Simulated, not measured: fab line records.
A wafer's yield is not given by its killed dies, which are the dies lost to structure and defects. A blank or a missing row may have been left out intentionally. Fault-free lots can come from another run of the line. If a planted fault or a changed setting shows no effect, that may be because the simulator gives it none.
fab line records	flow gf180mcu
record: lots: 24	wafers: 72	lastDay: 34
route steps=602 shown HV_LDD@223 M4@461 V4@491 TOP_METAL@571 PASSIVATION@589
lots untouched by any fault: they come from a run of this same line in which no faults occurred
startH: start of the lot's first displayed wafer, in hours after the record's first day	waitH: hours from the lot's prior step to this one	" the same as in the row above	L1.1+2: one row covering several wafers at once	- no value, or no start given	* or withheld: withheld	< > ~ a bound
route shown NAME@n: NAME is a module with steps in the file, n the number in the route of the first one	usual: the fault-free wafers' mean and standard deviation	same: alike in all rows	chamber/n: place in a boat	sites: the reading at each site	_std_site: the standard deviation of these	_edge_site: mean of outer sites minus mean of inner sites	radiusMm: how far each site lies from the wafer's centre	mask NAME#n: copy n	behind: tool/chamber where the wafer was last shaped	hold: cause of the lot's hold/its duration in hours/its outcome	device: the transistor (n, p or np) that didn't switch	end of line: tests run on the same wafers once the route is complete	for a step that has no rows: nothing shown but its recipe	killed: dies that structure and defects cost at the first sort, which is not the same as the wafer's yield	map: per-die view of a wafer (x killed, . not killed, _ where there is no die)
set.NAME: the setting the step ran with; set.NAME@STEP: the setting that earlier step ran with	model.NAME: the simulator's own value behind a step, which no gauge read
one table for each step of the route and one row for each wafer, over a sample of lots
services: from which hour (startH, from the record's first day; less than 0 if before it) a tool's chamber was out of use, for how many hours, and why
== steps ==
step: GF_HV_LDD_OVL_MEAS_47
usual: HV_LDD_03_OVL: 0.8/1.3
lot.wafer	tool	chamber	startH	waitH	HV_LDD_03_OVL[nm]
L074.1	overlay-01	-	279.04	0.1	0.0
L074.3	"	-	"	"	1.0
L074.5	"	-	"	"	-0.2
L075.2	overlay-02	-	280.86	0.1	2.4
L075.3	"	-	"	"	0.9
L075.5	"	-	"	"	0.1
L076.1	overlay-01	-	286.24	0.1	1.1
L076.3	"	-	"	"	3.4
L076.6	"	-	"	"	1.9
L077.4	overlay-02	-	292.97	0.1	-2.7
L077.5	"	-	"	"	-2.3
L077.6	"	-	"	"	-1.3
L078.1	overlay-02	-	305.15	0.1	3.1
L078.2	"	-	"	"	-0.4
L078.6	"	-	"	"	-0.9
L079.4	overlay-02	-	309.87	0.1	0.2
L079.5	"	-	"	"	0.9
L079.6	"	-	"	"	1.3
L080.4	overlay-01	-	326.22	0.1	1.1
L080.5	"	-	"	"	2.6
L080.6	"	-	"	"	1.9
L081.1	overlay-02	-	336.10	0.1	0.6
L081.3	"	-	"	"	0.5
L081.5	"	-	"	"	1.9
L082.3	overlay-01	-	343.06	0.1	1.3
L082.5	"	-	"	"	-0.1
L082.6	"	-	"	"	0.6
L083.3	overlay-01	-	347.36	0.1	0.4
L083.4	"	-	"	"	0.6
L083.5	"	-	"	"	1.2
L084.1	overlay-02	-	363.50	0.1	1.4
L084.5	"	-	"	"	-0.7
L084.6	"	-	"	"	1.0
L085.1	overlay-02	-	369.35	0.1	2.1
L085.2	"	-	"	"	1.1
L085.4	"	-	"	"	1.5
L086.1	overlay-01	-	371.70	0.1	1.1
L086.2	"	-	"	"	1.0
L086.5	"	-	"	"	-0.4
L087.2	overlay-01	-	377.11	0.1	1.7
L087.4	"	-	"	"	0.2
L087.6	"	-	"	"	-0.2
L088.1	overlay-01	-	391.23	0.1	0.5
L088.5	"	-	"	"	-1.4
L088.6	"	-	"	"	-0.4
L089.2	overlay-01	-	404.99	0.1	1.3
L089.4	"	-	"	"	0.2
L089.6	"	-	"	"	0.5
L091.4	overlay-02	-	416.25	0.1	3.2
L091.5	"	-	"	"	2.0
L091.6	"	-	"	"	1.2
L090.1	overlay-02	-	416.50	0.1	-3.9
L090.4	"	-	"	"	-2.0
L090.5	"	-	"	"	-1.7
L092.3	overlay-02	-	420.15	0.1	0.3
L092.4	"	-	"	"	2.9
L092.6	"	-	"	"	1.3
L093.1	overlay-01	-	430.85	0.1	0.3
L093.4	"	-	"	"	0.2
L093.6	"	-	"	"	-0.7
L094.1	overlay-01	-	431.28	0.1	1.2
L094.4	"	-	"	"	3.2
L094.5	"	-	"	"	2.9
L095.2	overlay-02	-	447.19	0.1	2.2
L095.4	"	-	"	"	2.3
L095.5	"	-	"	"	2.4
L096.3	overlay-02	-	455.16	0.1	0.7
L096.4	"	-	"	"	0.1
L096.5	"	-	"	"	1.1
L097.1	overlay-02	-	456.55	0.1	-1.8
L097.2	"	-	"	"	-0.3
L097.5	"	-	"	"	0.9
step: GF_M4_RS_MEAS_05
recipe: thkMeasGauge: four-point-probe	reads: TiN_of_M4_SPUTTER_04+Ti_of_M4_SPUTTER_03+AlCu_of_M4_SPUTTER_02+TiN_of_M4_SPUTTER_01+Ti_of_M4_SPUTTER_00
usual: M4_ALCU_RS: 0.0699/0.00074
lot.wafer	tool	chamber	startH	waitH	M4_ALCU_RS[ohm/sq]
L074.1	filmMetro-03	-	523.45	0.0	0.0692
L074.3	"	-	"	"	0.0692
L074.5	"	-	"	"	0.0703
L075.2	filmMetro-03	-	527.18	0.0	0.0693
L075.3	"	-	"	"	0.0692
L075.5	"	-	"	"	0.0693
L076.1	filmMetro-03	-	529.40	0.0	0.0700
L076.3	"	-	"	"	0.0702
L076.6	"	-	"	"	0.0703
L077.4	filmMetro-03	-	536.25	0.1	0.0703
L077.5	"	-	"	"	0.0700
L077.6	"	-	"	"	0.0694
L078.1	filmMetro-03	-	551.22	0.0	0.0693
L078.2	"	-	"	"	0.0698
L078.6	"	-	"	"	0.0709
L079.4	filmMetro-03	-	556.98	0.1	0.0695
L079.5	"	-	"	"	0.0698
L079.6	"	-	"	"	0.0690
L080.4	filmMetro-01	-	573.64	0.1	0.0707
L080.5	"	-	"	"	0.0703
L080.6	"	-	"	"	0.0714
L081.1	filmMetro-03	-	582.11	0.0	0.0690
L081.3	"	-	"	"	0.0688
L081.5	"	-	"	"	0.0706
L082.3	filmMetro-03	-	590.03	0.1	0.0695
L082.5	"	-	"	"	0.0688
L082.6	"	-	"	"	0.0695
L083.3	filmMetro-01	-	592.90	0.1	0.0708
L083.4	"	-	"	"	0.0718
L083.5	"	-	"	"	0.0711
L084.1	filmMetro-03	-	609.40	0.0	0.0705
L084.5	"	-	"	"	0.0698
L084.6	"	-	"	"	0.0704
L085.1	filmMetro-01	-	614.02	0.0	0.0695
L085.2	"	-	"	"	0.0710
L085.4	"	-	"	"	0.0704
L086.1	filmMetro-01	-	617.68	0.0	0.0688
L086.2	"	-	"	"	0.0687
L086.5	"	-	"	"	0.0691
L087.2	filmMetro-03	-	621.76	0.0	0.0704
L087.4	"	-	"	"	0.0708
L087.6	"	-	"	"	0.0712
L088.1	filmMetro-01	-	634.45	0.0	0.0691
L088.5	"	-	"	"	0.0703
L088.6	"	-	"	"	0.0711
L089.2	filmMetro-01	-	643.13	0.0	0.0712
L089.4	"	-	"	"	0.0705
L089.6	"	-	"	"	0.0706
L091.4	filmMetro-01	-	655.12	0.1	0.0704
L091.5	"	-	"	"	0.0704
L091.6	"	-	"	"	0.0703
L090.1	filmMetro-03	-	657.49	0.0	0.0689
L090.4	"	-	"	"	0.0700
L090.5	"	-	"	"	0.0690
L092.3	filmMetro-03	-	658.41	0.1	0.0692
L092.4	"	-	"	"	0.0695
L092.6	"	-	"	"	0.0690
L093.1	filmMetro-03	-	668.11	0.0	0.0692
L093.4	"	-	"	"	0.0702
L093.6	"	-	"	"	0.0701
L094.1	filmMetro-03	-	669.15	0.0	0.0699
L094.4	"	-	"	"	0.0696
L094.5	"	-	"	"	0.0696
L095.2	filmMetro-03	-	680.55	0.0	0.0702
L095.4	"	-	"	"	0.0700
L095.5	"	-	"	"	0.0702
L096.3	filmMetro-01	-	686.74	0.1	0.0694
L096.4	"	-	"	"	0.0690
L096.5	"	-	"	"	0.0699
L097.1	filmMetro-03	-	686.97	0.0	0.0702
L097.2	"	-	"	"	0.0701
L097.5	"	-	"	"	0.0705
step: GF_V4_OVL_MEAS_15
usual: V4_OVL: 0/5.3
lot.wafer	tool	chamber	startH	waitH	V4_OVL[nm]
L074.1	overlay-01	-	569.25	0.1	-7
L074.3	"	-	"	"	-5
L074.5	"	-	"	"	-1
L075.2	overlay-02	-	573.40	0.1	-4
L075.3	"	-	"	"	-3
L075.5	"	-	"	"	0
L076.1	overlay-01	-	575.20	0.1	-1
L076.3	"	-	"	"	-6
L076.6	"	-	"	"	4
L077.4	overlay-01	-	582.07	0.1	-9
L077.5	"	-	"	"	5
L077.6	"	-	"	"	0
L078.1	overlay-02	-	596.03	0.1	-2
L078.2	"	-	"	"	3
L078.6	"	-	"	"	1
L079.4	overlay-01	-	601.00	0.1	3
L079.5	"	-	"	"	1
L079.6	"	-	"	"	8
L080.4	overlay-01	-	616.46	0.1	-5
L080.5	"	-	"	"	6
L080.6	"	-	"	"	-3
L081.1	overlay-01	-	624.15	0.1	6
L081.3	"	-	"	"	6
L081.5	"	-	"	"	-1
L082.3	overlay-01	-	632.26	0.1	2
L082.5	"	-	"	"	-1
L082.6	"	-	"	"	4
L083.3	overlay-01	-	635.36	0.1	0
L083.4	"	-	"	"	3
L083.5	"	-	"	"	7
L084.1	overlay-02	-	650.95	0.1	-5
L084.5	"	-	"	"	-5
L084.6	"	-	"	"	-1
L085.1	overlay-02	-	655.60	0.1	-7
L085.2	"	-	"	"	2
L085.4	"	-	"	"	-2
L086.1	overlay-01	-	658.80	0.1	-3
L086.2	"	-	"	"	-5
L086.5	"	-	"	"	3
L087.2	overlay-02	-	663.39	0.1	6
L087.4	"	-	"	"	1
L087.6	"	-	"	"	-5
L088.1	overlay-01	-	675.20	0.1	-7
L088.5	"	-	"	"	-1
L088.6	"	-	"	"	-1
L089.2	overlay-01	-	683.19	0.1	8
L089.4	"	-	"	"	3
L089.6	"	-	"	"	-3
L091.4	overlay-02	-	695.02	0.1	11
L091.5	"	-	"	"	1
L091.6	"	-	"	"	6
L090.1	overlay-02	-	697.43	0.1	-6
L090.4	"	-	"	"	3
L090.5	"	-	"	"	1
L092.3	overlay-02	-	698.09	0.1	9
L092.4	"	-	"	"	10
L092.6	"	-	"	"	13
L093.1	overlay-01	-	707.20	0.1	-2
L093.4	"	-	"	"	-6
L093.6	"	-	"	"	-4
L094.1	overlay-02	-	707.33	0.1	-9
L094.4	"	-	"	"	-4
L094.5	"	-	"	"	4
L095.2	overlay-01	-	719.04	0.1	-5
L095.4	"	-	"	"	3
L095.5	"	-	"	"	-9
L096.3	overlay-01	-	724.66	0.1	4
L096.4	"	-	"	"	0
L096.5	"	-	"	"	1
L097.1	overlay-02	-	724.93	0.1	-6
L097.2	"	-	"	"	0
L097.5	"	-	"	"	-3
step: GF_TOP_METAL_SPUTTER_04
recipe: material: TiN	targetThkNm: 25	powerW: 6500	timeS: 20.8	chamberPressurePa: 0.4
usual: throttleValvePct: 30.3/1.1
lot.wafer	tool	chamber	startH	waitH	throttleValvePct
L074.1	pvdSputter-03	-	635.08	0.0	28.9
L074.3	"	-	"	"	31.3
L074.5	"	-	"	"	30.8
L075.2	pvdSputter-02	-	641.81	0.0	30.7
L075.3	"	-	"	"	28.9
L075.5	"	-	"	"	28.9
L076.1	pvdSputter-03	-	642.00	0.0	28.7
L076.3	"	-	"	"	30.6
L076.6	"	-	"	"	31.4
L077.4	pvdSputter-01	-	649.20	0.0	31.0
L077.5	"	-	"	"	31.3
L077.6	"	-	"	"	28.5
L078.1	pvdSputter-03	-	661.69	0.0	31.4
L078.2	"	-	"	"	30.4
L078.6	"	-	"	"	31.5
L079.4	pvdSputter-02	-	666.41	0.0	29.0
L079.5	"	-	"	"	28.6
L079.6	"	-	"	"	30.8
L080.4	pvdSputter-02	-	680.94	0.0	30.6
L080.5	"	-	"	"	28.8
L080.6	"	-	"	"	31.0
L081.1	pvdSputter-03	-	688.28	0.0	28.8
L081.3	"	-	"	"	30.7
L081.5	"	-	"	"	30.7
L082.3	pvdSputter-01	-	695.82	0.0	31.8
L082.5	"	-	"	"	31.1
L082.6	"	-	"	"	28.9
L083.3	pvdSputter-01	-	698.76	0.0	28.9
L083.4	"	-	"	"	32.0
L083.5	"	-	"	"	31.2
L084.1	pvdSputter-01	-	713.18	0.0	30.7
L084.5	"	-	"	"	31.3
L084.6	"	-	"	"	28.9
L085.1	pvdSputter-02	-	717.02	0.0	30.8
L085.2	"	-	"	"	28.9
L085.4	"	-	"	"	29.0
L086.1	pvdSputter-01	-	718.76	0.0	31.0
L086.2	"	-	"	"	31.1
L086.5	"	-	"	"	28.9
L087.2	pvdSputter-01	-	724.25	0.0	31.9
L087.4	"	-	"	"	30.9
L087.6	"	-	"	"	29.0
L088.1	pvdSputter-02	-	735.57	0.0	30.6
L088.5	"	-	"	"	30.9
L088.6	"	-	"	"	28.9
L089.2	pvdSputter-01	-	741.67	0.0	30.9
L089.4	"	-	"	"	29.0
L089.6	"	-	"	"	31.8
L091.4	pvdSputter-03	-	754.49	0.0	30.4
L091.5	"	-	"	"	31.4
L091.6	"	-	"	"	31.0
L090.1	pvdSputter-01	-	755.38	0.0	31.8
L090.4	"	-	"	"	31.4
L090.5	"	-	"	"	32.3
L092.3	pvdSputter-02	-	756.47	0.0	30.6
L092.4	"	-	"	"	29.2
L092.6	"	-	"	"	28.9
L093.1	pvdSputter-03	-	767.80	0.0	28.8
L093.4	"	-	"	"	30.9
L093.6	"	-	"	"	30.3
L094.1	pvdSputter-03	-	768.14	0.0	30.6
L094.4	"	-	"	"	28.7
L094.5	"	-	"	"	28.8
L095.2	pvdSputter-02	-	774.23	0.0	30.8
L095.4	"	-	"	"	29.0
L095.5	"	-	"	"	29.2
L096.3	pvdSputter-03	-	778.13	0.0	30.8
L096.4	"	-	"	"	30.6
L096.5	"	-	"	"	28.9
L097.1	pvdSputter-02	-	779.66	0.0	30.7
L097.2	"	-	"	"	29.0
L097.5	"	-	"	"	30.7
step: GF_TOP_METAL_METAL_ETCH_16
recipe: chemistry: Cl2/BCl3	maskMaterial: NOVOLAK	targetDepthNm: 1197	stopOn: SiO2	pressureMtorr: 8	icpW: 800	biasW: 140	Cl2_flow_sccm: 80	bcl3FlowSccm: 40	timeS: 199.5
usual: drypumpMotorCurrentA: 5.6/0.43	mfcCl2Sccm: 80.06/0.24	oesProductAu: 0.991/0.0062	throttleValvePct: 28.230/0.01
lot.wafer	tool	chamber	startH	waitH	drypumpMotorCurrentA	mfcCl2Sccm	oesProductAu	rfHoursCounterH	throttleValvePct
L074.1	rieMetal-02	1	654.82	0.0	5.4	80.12	0.978	6	28.255
L074.3	"	0	"	"	6.2	80.14	0.987	-	28.238
L074.5	"	1	"	"	5.4	80.11	0.986	-	28.236
L075.2	rieMetal-03	1	661.23	0.0	5.3	80.31	0.993	13	28.225
L075.3	"	1	"	"	5.3	80.23	0.994	-	28.221
L075.5	"	1	"	"	5.4	80.07	1.002	-	28.219
L076.1	rieMetal-02	0	661.53	0.0	6.2	80.06	0.980	5	28.229
L076.3	"	1	"	"	5.4	79.72	0.985	-	28.237
L076.6	"	0	"	"	6.1	79.66	0.992	-	28.233
L077.4	rieMetal-02	0	668.49	0.1	6.1	80.35	0.999	-	28.232
L077.5	"	1	"	"	5.4	79.81	0.993	-	28.245
L077.6	"	0	"	"	6.1	80.23	0.989	-	28.210
L078.1	rieMetal-01	0	681.18	0.0	4.9	79.96	0.999	14	28.223
L078.2	"	1	"	"	5.9	80.33	0.990	9	28.214
L078.6	"	0	"	"	4.9	79.66	0.994	-	28.216
L079.4	rieMetal-01	0	686.08	0.1	4.9	79.76	1.007	-	28.228
L079.5	"	0	"	"	4.9	80.13	0.994	-	28.226
L079.6	"	1	"	"	6.0	80.08	0.993	-	28.221
L080.4	rieMetal-02	1	700.16	0.2	5.4	79.62	0.983	-	28.240
L080.5	"	1	"	"	5.4	79.83	0.988	-	28.226
L080.6	"	1	"	"	5.4	79.86	0.979	-	28.256
L081.1	rieMetal-02	1	706.72	0.0	5.4	79.91	0.993	9	28.241
L081.3	"	0	"	"	6.1	80.30	0.995	-	28.212
L081.5	"	1	"	"	5.4	80.38	0.985	-	28.228
L082.3	rieMetal-02	1	714.24	0.1	5.4	80.02	0.991	-	28.254
L082.5	"	1	"	"	5.4	79.86	0.983	-	28.230
L082.6	"	0	"	"	6.1	80.60	0.985	-	28.227
L083.3	rieMetal-01	1	716.61	0.1	6.0	80.01	0.992	-	28.233
L083.4	"	1	"	"	5.9	80.07	0.992	-	28.215
L083.5	"	1	"	"	5.9	80.25	0.989	-	28.209
L084.1	rieMetal-01	1	730.13	0.0	5.9	79.97	0.998	12	28.228
L084.5	"	0	"	"	4.9	79.92	0.986	-	28.236
L084.6	"	1	"	"	6.0	80.14	1.000	-	28.213
L085.1	rieMetal-01	1	734.93	0.0	6.0	79.62	0.995	13	28.215
L085.2	"	0	"	"	4.9	80.12	0.980	0	28.222
L085.4	"	1	"	"	6.0	79.72	0.987	-	28.244
L086.1	rieMetal-03	1	736.40	0.0	5.3	79.88	0.995	1	28.227
L086.2	"	1	"	"	5.3	79.90	0.997	-	28.244
L086.5	"	1	"	"	5.3	79.99	1.000	-	28.210
L087.2	rieMetal-01	1	741.87	0.0	6.0	80.14	0.985	13	28.230
L087.4	"	1	"	"	5.9	80.14	1.001	-	28.231
L087.6	"	0	"	"	4.9	80.11	0.984	-	28.208
L088.1	rieMetal-02	1	752.58	0.0	5.4	79.91	0.986	12	28.252
L088.5	"	0	"	"	6.1	80.12	0.991	-	28.224
L088.6	"	1	"	"	5.4	80.18	0.988	-	28.230
L089.2	rieMetal-01	0	756.63	0.0	4.9	80.41	0.988	2	28.239
L089.4	"	1	"	"	5.9	80.24	0.997	-	28.219
L089.6	"	1	"	"	6.0	79.94	0.985	-	28.238
L091.4	rieMetal-02	0	770.68	0.1	6.1	80.07	0.999	-	28.225
L091.5	"	1	"	"	5.4	79.67	0.994	-	28.218
L091.6	"	0	"	"	6.1	79.49	0.991	-	28.229
L090.1	rieMetal-01	1	771.83	0.0	5.9	80.10	0.988	15	28.241
L090.4	"	0	"	"	4.9	80.11	0.992	-	28.240
L090.5	"	1	"	"	6.0	80.31	0.995	-	28.223
L092.3	rieMetal-01	1	773.03	0.1	5.9	80.06	0.994	-	28.242
L092.4	"	0	"	"	4.9	80.27	0.985	-	28.238
L092.6	"	0	"	"	4.9	80.11	0.997	-	28.228
L093.1	rieMetal-02	1	783.41	0.0	5.5	79.79	0.984	13	28.241
L093.4	"	1	"	"	5.4	80.02	0.982	-	28.228
L093.6	"	0	"	"	6.1	80.23	0.985	-	28.241
L094.1	rieMetal-03	0	783.71	0.0	5.9	79.99	0.996	2	28.222
L094.4	"	0	"	"	5.9	80.15	0.985	-	28.238
L094.5	"	1	"	"	5.4	80.57	0.995	-	28.217
L095.2	rieMetal-02	1	790.08	0.0	5.5	80.05	0.988	14	28.236
L095.4	"	0	"	"	6.1	80.35	0.989	-	28.247
L095.5	"	0	"	"	6.1	79.94	0.985	-	28.243
L096.3	rieMetal-02	1	793.98	0.1	5.4	79.87	0.981	-	28.230
L096.4	"	0	"	"	6.1	80.40	0.986	-	28.233
L096.5	"	1	"	"	5.4	79.95	0.985	-	28.206
L097.1	rieMetal-01	0	795.11	0.0	4.9	80.39	0.990	4	28.225
L097.2	"	1	"	"	6.0	80.38	1.000	16	28.215
L097.5	"	1	"	"	5.9	80.32	0.993	-	28.217
step: GF_PASSIVATION_CVD_02
recipe: material: Si3N4	targetThkNm: 700	timeS: 486.18	tempC: 400	rfW: 450
usual: heaterPowerOuterW: 418/80	heaterPowerW: 726/120
lot.wafer	tool	chamber	startH	waitH	heaterPowerOuterW	heaterPowerW
L074.1	pecvd-01	1	655.68	0.1	435	729
L074.3	"	2	"	"	365	676
L074.5	"	1	"	"	460	759
L075.2	pecvd-01	1	662.10	0.0	439	728
L075.3	"	0	"	"	407	709
L075.5	"	1	"	"	453	751
L076.1	pecvd-03	2	662.40	0.1	312	578
L076.3	"	1	"	"	416	716
L076.6	"	0	"	"	595	1030
L077.4	pecvd-01	0	670.04	0.2	373	655
L077.5	"	1	"	"	456	763
L077.6	"	2	"	"	460	804
L078.1	pecvd-04	2	682.14	0.1	341	660
L078.2	"	1	"	"	419	707
L078.6	"	0	"	"	375	642
L079.4	pecvd-04	0	687.06	0.2	476	791
L079.5	"	2	"	"	327	636
L079.6	"	1	"	"	326	563
L080.4	pecvd-04	1	701.23	0.2	416	712
L080.5	"	0	"	"	459	779
L080.6	"	2	"	"	418	776
L081.1	pecvd-03	0	707.61	0.1	620	1055
L081.3	"	1	"	"	325	597
L081.5	"	1	"	"	366	635
L082.3	pecvd-01	0	715.11	0.0	387	685
L082.5	"	0	"	"	416	704
L082.6	"	2	"	"	363	654
L083.3	pecvd-04	0	717.67	0.0	423	698
L083.4	"	1	"	"	327	555
L083.5	"	0	"	"	440	718
L084.1	pecvd-01	1	731.01	0.1	414	692
L084.5	"	0	"	"	437	752
L084.6	"	2	"	"	454	768
L085.1	pecvd-04	2	735.86	0.1	357	688
L085.2	"	0	"	"	479	768
L085.4	"	0	"	"	370	630
L086.1	pecvd-03	0	737.45	0.1	641	1066
L086.2	"	2	"	"	280	552
L086.5	"	2	"	"	319	585
L087.2	pecvd-03	2	742.73	0.0	332	612
L087.4	"	1	"	"	374	670
L087.6	"	2	"	"	359	636
L088.1	pecvd-03	2	753.45	0.1	307	584
L088.5	"	2	"	"	339	615
L088.6	"	1	"	"	394	689
L089.2	pecvd-01	1	757.52	0.0	424	729
L089.4	"	1	"	"	456	736
L089.6	"	0	"	"	432	713
L091.4	pecvd-01	0	771.62	0.2	392	665
L091.5	"	2	"	"	488	829
L091.6	"	1	"	"	489	782
L090.1	pecvd-03	0	772.70	0.1	572	995
L090.4	"	1	"	"	313	590
L090.5	"	0	"	"	592	1045
L092.3	pecvd-03	1	773.90	0.0	353	662
L092.4	"	1	"	"	377	679
L092.6	"	0	"	"	587	984
L093.1	pecvd-01	2	784.31	0.1	408	733
L093.4	"	1	"	"	434	725
L093.6	"	0	"	"	383	672
L094.1	pecvd-04	0	784.59	0.1	406	692
L094.4	"	2	"	"	400	716
L094.5	"	0	"	"	437	700
L095.2	pecvd-04	0	790.96	0.0	445	755
L095.4	"	1	"	"	398	669
L095.5	"	0	"	"	474	743
L096.3	pecvd-01	1	794.81	0.0	461	735
L096.4	"	2	"	"	463	797
L096.5	"	1	"	"	471	759
L097.1	pecvd-03	1	795.98	0.1	411	694
L097.2	"	2	"	"	373	659
L097.5	"	2	"	"	278	533
== services ==
tool	chamber	startH	hours	kind
pecvd-03	2	622.47	18.0	repair
pvdSputter-02	-	634.24	4.5	repair
pvdSputter-01	-	641.79	1.9	repair
rieMetal-03	-	675.99	0.4	repair
pecvd-01	0	678.15	36.8	repair
pvdSputter-01	-	691.41	2.0	repair
rieMetal-02	0	695.78	9.7	repair
pecvd-03	-	696.96	6.0	pm
rieMetal-01	0	698.10	-	clean
rieMetal-01	0	698.10	31.6	scheduledDown
rieMetal-01	0	698.10	31.6	ventCycle
rieMetal-03	1	698.71	-	clean
pecvd-03	-	702.96	2.8	pm
pvdSputter-02	2	706.35	-	consumableReplace:kit
pvdSputter-02	2	706.35	18.0	scheduledDown
pvdSputter-02	2	706.35	18.0	ventCycle
pvdSputter-03	-	710.06	2.3	repair
pecvd-01	2	721.92	7.1	repair
pvdSputter-01	1	724.28	-	consumableReplace:kit
pvdSputter-01	1	724.28	18.0	scheduledDown
pvdSputter-01	1	724.28	18.0	ventCycle
rieMetal-03	1	726.47	5.8	repair
pecvd-03	-	734.00	0.9	repair
pecvd-04	-	772.20	6.0	pm
== key ==
fault none
